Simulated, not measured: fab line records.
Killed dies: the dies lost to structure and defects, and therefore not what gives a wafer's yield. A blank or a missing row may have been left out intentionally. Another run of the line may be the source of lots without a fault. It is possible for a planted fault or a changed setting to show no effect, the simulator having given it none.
8D (eight disciplines) problem report, filled in by code :: flow gf180mcu :: the parts of the form that need people (team, actions taken, sign-off) are left out

1. WHAT WENT WRONG
Wafers free of any fault read 10.94 nm (standard deviation 0.17) for DUAL_GATE_OXIDATION_00_THK at GF_DUAL_GATE_THK_MEAS_03, against a mean of 16.20 nm on 9 wafers of 3 lots. That is +31 standard deviations from the usual mean.
First observed at day 11 04:25: wafer L262.3, on film_metro-04. At this step, 36 wafers from 12 lots have a number in the record. By rule, "out" or "out of limits" means more than 4 standard deviations away from the usual mean. The other wafers with a number count as sound.

2. WHAT IT IS, WHAT IT ISN'T
question: which readings at this step
is: DUAL_GATE_OXIDATION_00_THK
is not: -

question: which lots
is: L262, L263, L267
is not: L253, L254, L255, L256, L257, L260, L270, L271, L272

question: which wafers of those lots
is: all that have a number
is not: -

question: read on which gauges
is: film_metro-03, film_metro-04
is not: film_metro-02

question: when
is: from day 11 04:25
is not: up to then (18 sound wafers); but 9 sound wafers of L270, L271, L272 came after

3. THE SUSPECTS, EACH WITH WHAT RULES IT OUT
Counting: a tool at a process step up to the reading stays a suspect if it ran every lot that is out and no sound lot after the first of them.
- the gauge at GF_DUAL_GATE_THK_MEAS_03 has been ruled out. The wafers that are out were read on 2 gauges (film_metro-03, film_metro-04).
- furnace-02 at GF_DUAL_GATE_OXIDATION_02 (stabilise 600 s, purge 300 s, target thk 10.887 nm): kept. It processed each lot that is out, first L262 at day 11 02:57, and no sound lot thereafter; up to then, the last sound lot it processed was L255 at day 8 16:01. On those wafers its own readings are out: spike_tc_bottom_C, spike_tc_centre_C, spike_tc_lower_C, spike_tc_top_C, spike_tc_upper_C, tube_center_temp_C, tube_center_temp_C_max, zone_power_bottom_pct, zone_power_lower_pct, zone_power_upper_pct.
After counting, what remains is furnace-02 at GF_DUAL_GATE_OXIDATION_02.

4. THE CAUSE (what the simulator had put in)
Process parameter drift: furnace-02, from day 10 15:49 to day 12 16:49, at GF_DUAL_GATE_OXIDATION_02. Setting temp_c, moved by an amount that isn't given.
This tool alone remained once counting was done.

5. THE CHAIN OF EFFECTS, in route order
Rows list readings where the struck wafers' mean (over those with a number) sits beyond 3 standard deviations from the usual. Only readings whose record carries a usual standard deviation are examined. hours: median over the lots of the time between each lot's start at the first step of this table that gives one and its start at this step. sigmas: the change, counted in usual standard deviations.
hours: 0
step: GF_DUAL_GATE_OXIDATION_02
reading: spike_tc_bottom_C
usual: 919.7 C
on struck wafers: 961.2
change: +41.5
sigmas: +17

hours: 0
step: GF_DUAL_GATE_OXIDATION_02
reading: spike_tc_centre_C
usual: 900.5 C
on struck wafers: 937.4
change: +36.9
sigmas: +23

hours: 0
step: GF_DUAL_GATE_OXIDATION_02
reading: spike_tc_lower_C
usual: 901.7 C
on struck wafers: 941.5
change: +39.8
sigmas: +27

hours: 0
step: GF_DUAL_GATE_OXIDATION_02
reading: spike_tc_top_C
usual: 910.1 C
on struck wafers: 949.8
change: +39.7
sigmas: +28

hours: 0
step: GF_DUAL_GATE_OXIDATION_02
reading: spike_tc_upper_C
usual: 900.2 C
on struck wafers: 937.5
change: +37.3
sigmas: +29

hours: 0
step: GF_DUAL_GATE_OXIDATION_02
reading: tube_center_temp_C
usual: 900 C
on struck wafers: 939
change: +39
sigmas: +99 or more

hours: 0
step: GF_DUAL_GATE_OXIDATION_02
reading: tube_center_temp_C_max
usual: 902.3
on struck wafers: 940.9
change: +38.6
sigmas: +99

hours: 0
step: GF_DUAL_GATE_OXIDATION_02
reading: zone_power_bottom_pct
usual: 27.3 %
on struck wafers: 29.7
change: +2.4
sigmas: +5.2

hours: 0
step: GF_DUAL_GATE_OXIDATION_02
reading: zone_power_lower_pct
usual: 14.60 %
on struck wafers: 16.02
change: +1.42
sigmas: +9.5

hours: 0
step: GF_DUAL_GATE_OXIDATION_02
reading: zone_power_top_pct
usual: 33.0 %
on struck wafers: 36.7
change: +3.7
sigmas: +4.2

hours: 0
step: GF_DUAL_GATE_OXIDATION_02
reading: zone_power_upper_pct
usual: 20.5 %
on struck wafers: 23.4
change: +2.9
sigmas: +4.8

hours: 1
step: GF_DUAL_GATE_THK_MEAS_03
reading: DUAL_GATE_OXIDATION_00_THK
usual: 10.94 nm
on struck wafers: 16.20
change: +5.26
sigmas: +31
Process steps it contains:
- GF_DUAL_GATE_OXIDATION_02: stabilise 600 s, purge 300 s, target thk 10.887 nm.
Later measuring or inspecting steps at which every struck wafer that the step has a row for has a number for every such reading, and none has moved that far: GF_HV_LDD_CD_MEAS_07, GF_M2_THK_MEAS_06.

6. HOW IT WOULD HAVE BEEN CAUGHT EARLIER
Counted from the fault's start at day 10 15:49, it took 13 hours until the first out-of-limits reading at a measuring or inspecting step in this record, taken at day 11 04:25.
At GF_DUAL_GATE_OXIDATION_02, the tool's own readings (spike_tc_bottom_C, spike_tc_centre_C, spike_tc_lower_C, spike_tc_top_C, spike_tc_upper_C, tube_center_temp_C, tube_center_temp_C_max, zone_power_bottom_pct, zone_power_lower_pct, zone_power_upper_pct) were out on each struck wafer the step has a row for, so an alarm limit on them would have fired on the first such wafer.
Lots out: 3; of these, L267 started GF_DUAL_GATE_OXIDATION_02 on furnace-02 after day 11 04:25. A hold on the tool at that time would have spared it.
